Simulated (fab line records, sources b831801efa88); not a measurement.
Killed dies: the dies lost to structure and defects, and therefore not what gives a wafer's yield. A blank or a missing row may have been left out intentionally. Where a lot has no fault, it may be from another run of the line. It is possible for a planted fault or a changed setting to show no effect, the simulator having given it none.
A lot that was struck, set against a sound lot    flow gf180mcu    15 out of 602 route steps
Sound: the wafers L465.2, L465.3, L465.4. Wafers L473.2, L473.3, L473.6 were the ones struck. At the end, the cause is stated.
For every step that has rows: the tool of each side, followed by ch and its chambers, followed by its first start. Under that, the readings that differ: sound wafers    struck wafers    difference of the means    sigmas: that difference in standard deviations of wafers without a fault.
alike: readings whose means differ by less than 2 such deviations, and words and numbers that are the same on both sides. not compared: withheld readings, readings that some wafer has no value for, bounds like >300 that may hide the same value, and numbers for which the record gives no deviation and whose values overlap.
A row with sigmas, a row that says differs or no value, or rows on one side alone: a step with any of these is where the two part. Numbers that have no deviation but don't overlap get no sigmas and don't part them. Lack of a reading on every wafer of one side parts them only where that side has two or more wafers.

first, 5 steps without rows for these wafers: GF_M5_COAT_02 (resist thk 1000 nm); GF_M5_SOFTBAKE_03 (time 60 s); GF_M5_EXPOSE_04 (exposes mask Metal5, target cd 280 nm); GF_M5_PEB_05 (peb time 90 s); GF_M5_DEVELOP_06 (develop time 60 s).
GF_M5_CD_MEAS_07: target cd 280 nm.
  sound on cd sem-02, day 27 22:10; struck on cd sem-02, day 30 11:18
reading     sound              struck             difference  sigmas
cd nm (nm)  278.7 278.7 279.2  281.8 281.1 281.4  +2.6        +2
GF_M5_OVL_MEAS_08:
  sound on overlay-02, day 27 22:16; struck on overlay-02, day 30 11:24
  alike: M5_OVL
GF_M5_ETCH_09: etches Si3N4 in CF4/O2, target depth 52 nm, time 11.6 s.
  sound on rie diel-01 ch 0,2,3, day 27 22:18; struck on rie diel-02 ch 1,3, day 30 11:26
  alike: drypump motor current A, oes product au, throttle valve pct
  not compared: rf hours counter h
GF_M5_METAL_ETCH_10: etches the open film in Cl2/BCl3, stops on SiO2, target depth 750.8 nm, time 125.1 s.
  sound on rie metal-03 ch 0,1, day 27 22:19; struck on rie metal-04 ch 0,1, day 30 11:28
reading                 sound                 struck                difference  sigmas
throttle valve pct (%)  28.227 28.234 28.214  28.252 28.269 28.234  +0.027      +2
  alike: drypump motor current A, oes product au
  not compared: rf hours counter h
GF_M5_STRIP_11: strips in O2/N2.
  sound on plasma asher-04 ch 0,1, day 27 22:27; struck on plasma asher-03 ch 0, day 30 11:35
reading                      sound        struck       difference  sigmas
drypump motor current A (A)  5.4 4.9 5.4  6.4 6.4 6.4  +1.2        +2
heater power w (W)           282 321 282  390 382 396  +94         +2
  alike: o2 flow sccm, oes product au, strip time to endpoint s
  not compared: rf hours counter h
then, 2 steps without rows for these wafers: GF_M5_STRIP_12 (strips in post etch residue remover, time 1200 s); GF_M5_CLEAN_13 (cleans in DIW).
GF_V5_CVD_00: deposits SiO2, target thk 300 nm, time 50 s.
  sound on hdpcvd-01 ch 1,2, day 27 22:59; struck on hdpcvd-02 ch 1,2, day 30 12:07
reading                              sound              struck             difference  sigmas
sih4 flow sccm (sccm)                60.21 60.30 60.18  48.16 48.26 48.09  -12.06      -63
model.SiO2_of_V5_CVD_00.thk nm (nm)  299.9 298.1 299.6  243.7 239.6 238.5  -58.6       
GF_V5_THK_MEAS_01:
  sound on film metro-02, day 27 23:02; struck on film metro-01, day 30 12:10
reading             sound        struck       difference  sigmas
V5_CVD_00_THK (nm)  300 298 300  244 239 239  -59         -19
GF_V5_CVD_02: deposits SiO2 from TEOS, target thk 1450 nm, time 163.28 s.
  sound on pecvd-04 ch 0,2, day 27 23:05; struck on pecvd-01 ch 0,1, day 30 12:13
  alike: heater power w
  not compared: since wet clean h

## WHERE THEY PART
Earliest at GF_M5_CD_MEAS_07; latest, in this record, at GF_V5_THK_MEAS_01. Later steps at which nothing parts them and some readings are alike: GF_V5_CVD_02.

WHY: what the simulator had put in
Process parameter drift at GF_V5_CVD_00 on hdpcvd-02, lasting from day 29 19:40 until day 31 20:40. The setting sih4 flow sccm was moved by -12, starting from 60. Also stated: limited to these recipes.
